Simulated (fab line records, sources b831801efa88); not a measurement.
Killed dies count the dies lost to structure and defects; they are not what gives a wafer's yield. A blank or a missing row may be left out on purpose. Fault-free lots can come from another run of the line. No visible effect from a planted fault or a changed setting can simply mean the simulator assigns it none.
Shared-tool check | flow sky130 | Sample size 13 lots and 42 wafers

== REASON IT WAS OPENED ==
SKY_POLY_GATE_THK_MEAS_01, reading POLY_GATE_CVD_00_THK: flagged on 1 of 13 lots. No-fault wafers: 179.9 nm, standard deviation 1.6.
Rule: flag the lot when none of its wafers has a number, or when each of its wafers that has one lies beyond 4 standard deviations from that mean. The rest of the lots are taken to be sound.

lot  | measured     | on            | POLY_GATE_CVD_00_THK (nm), wafer by wafer | flag
L568 | day 14 21:50 | film-metro-01 | 183.7 184.0 181.6                         |
L570 | day 15 13:23 | film-metro-02 | 178.2 179.8 179.2                         |
L571 | day 15 16:11 | film-metro-02 | 177.7 178.9 176.0                         |
L572 | day 15 20:08 | film-metro-02 | 181.0 181.2 179.7                         |
L573 | day 15 21:39 | film-metro-02 | 177.4 178.7 177.1                         |
L574 | day 16 12:12 | film-metro-01 | 182.3 184.2 182.2                         |
L575 | day 16 15:53 | film-metro-03 | 181.5 180.3 181.9                         |
L576 | day 17 06:55 | film-metro-03 | 179.6 179.6 178.9                         |
L577 | day 17 12:00 | film-metro-02 | 179.1 178.5 179.2                         |
L578 | day 17 14:43 | film-metro-01 | 181.1 180.4 179.9                         |
L580 | day 18 04:19 | film-metro-03 | 180.1 180.3 180.2                         |
L581 | day 18 15:00 | film-metro-02 | 180.7 182.9 182.1                         |
L586 | day 20 10:53 | film-metro-02 | 197.2 196.4 195.5 197.3 196.6 195.5       | FLAGGED
The numbers of the flagged lots are 196.4 nm on average: +16.5 nm against the usual, or +10 standard deviations.

== TOOL THAT RAN EACH LOT ==
The record keeps 1 process step preceding the reading, out of 708 steps on the route. Cell contents, in order: the tool; ch with the chambers the sampled wafers went through; the start.
lot  | flag    | SKY_POLY_GATE_CVD_00
L568 |         | lpcvd-01 ch 1, day 14 20:37
L570 |         | lpcvd-01 ch 0, day 15 12:10
L571 |         | lpcvd-01 ch 0, day 15 14:59
L572 |         | lpcvd-01 ch 1, day 15 18:55
L573 |         | lpcvd-01 ch 1, day 15 20:27
L574 |         | lpcvd-01 ch 1, day 16 10:59
L575 |         | lpcvd-01 ch 0, day 16 14:41
L576 |         | lpcvd-01 ch 0, day 17 05:43
L577 |         | lpcvd-01 ch 0, day 17 10:47
L578 |         | lpcvd-01 ch 0, day 17 13:30
L580 |         | lpcvd-01 ch 0, day 18 03:07
L581 |         | lpcvd-01 ch 1, day 18 13:47
L586 | FLAGGED | lpcvd-01 ch 0, day 20 09:41
What the steps here do:
- SKY_POLY_GATE_CVD_00: deposits poly-Si, target thk 180 nm, time 720 s.
- SKY_POLY_GATE_THK_MEAS_01

== FLAGGED AGAINST TOTAL, ONE TOOL AT A TIME (gauges that did the reading follow at the end) ==
step                      | tool          | lots run | flagged | share of the flagged lots | sound lots run after its first flagged lot
SKY_POLY_GATE_CVD_00      | lpcvd-01      | 13       | 1       | all                       | 0
SKY_POLY_GATE_THK_MEAS_01 | film-metro-01 | 3        | 0       | none                      | -
SKY_POLY_GATE_THK_MEAS_01 | film-metro-02 | 7        | 1       | all                       | 0
SKY_POLY_GATE_THK_MEAS_01 | film-metro-03 | 3        | 0       | none                      | -

== WHAT IS ALLOWED BY THE TABLE ==
Every flagged lot went through 2 rows of the table: lpcvd-01 at SKY_POLY_GATE_CVD_00 and film-metro-02 at SKY_POLY_GATE_THK_MEAS_01.
- lpcvd-01 at SKY_POLY_GATE_CVD_00: 1 of its 13 lots flagged. Last sound lot L581 at day 18 13:47, first flagged lot L586 at day 20 09:41; a fault beginning in between fits. Its own readings lie more than 4 standard deviations out on every wafer of the flagged lots: susceptor-temp-C.
- film-metro-02 at SKY_POLY_GATE_THK_MEAS_01: 1 of its 7 lots flagged. Last sound lot L581 at day 18 15:00, first flagged lot L586 at day 20 10:53; a fault beginning in between fits.
Because each of these 2 tools fits a fault that began at some hour, counting lots does not separate them. More lots, or a look at what each step does to the wafer, might.

== WHAT HAD BEEN PUT IN BY THE SIMULATOR ==
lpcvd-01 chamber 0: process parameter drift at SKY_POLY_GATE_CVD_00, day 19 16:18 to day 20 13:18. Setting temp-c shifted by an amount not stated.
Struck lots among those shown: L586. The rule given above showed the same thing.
